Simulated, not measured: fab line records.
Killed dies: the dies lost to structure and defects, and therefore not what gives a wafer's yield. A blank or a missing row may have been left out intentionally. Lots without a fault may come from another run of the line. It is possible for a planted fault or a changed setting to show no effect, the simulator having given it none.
2 desks, one fault ; flow gf180mcu ; each desk has only its own numbers; what lay behind them comes last

## AT THE METROLOGY DESK
Lot by lot, what the gauges showed, no matter which tool ran the lot: averages of those sampled wafers that carry a number. A lot is out of limits, marked OUT, if its mean lies more than 4 standard deviations from the usual mean; the brackets give that distance.
Columns: A = cd nm at GF_V4_CD_MEAS_14, usual 260.2 nm; B = V4_OVL at GF_V4_OVL_MEAS_15, usual -3 nm
lot;first seen here;A;B
L795;day 26 01:36;259.6;-5
L809;day 30 06:39;260.0;-3
L812;day 31 02:35;260.2;-7
L813;day 31 05:42;259.6;-6
L814;day 31 10:19;259.5;2
L815;day 31 18:31;259.2;3
This desk found nothing out of limits on any of the 6 lots.

## THE TOOL OWNER'S DESK: pvd sputter-03
At GF_V4_SPUTTER_22 (material TiN, target thk 10 nm, time 40 s) the tool's own readings: per lot run on this tool, the mean of the sampled wafers that have a number. A lot is out of limits, marked OUT, if its mean lies more than 4 standard deviations from the usual mean; the brackets give that distance.
Columns: A = throttle valve pct at GF_V4_SPUTTER_22, usual 30.1 %
lot;first seen here;A
L795;day 26 02:28;30.6
L812;day 31 03:28;30.0
L814;day 31 11:13;30.2
This desk found nothing out of limits on any of the 3 lots.

## TAKEN TOGETHER
At the metrology desk, nothing out of limits was observed.
Nothing out of limits was seen by the tool owner's desk.

## WHAT THE SIMULATOR HAD INSERTED
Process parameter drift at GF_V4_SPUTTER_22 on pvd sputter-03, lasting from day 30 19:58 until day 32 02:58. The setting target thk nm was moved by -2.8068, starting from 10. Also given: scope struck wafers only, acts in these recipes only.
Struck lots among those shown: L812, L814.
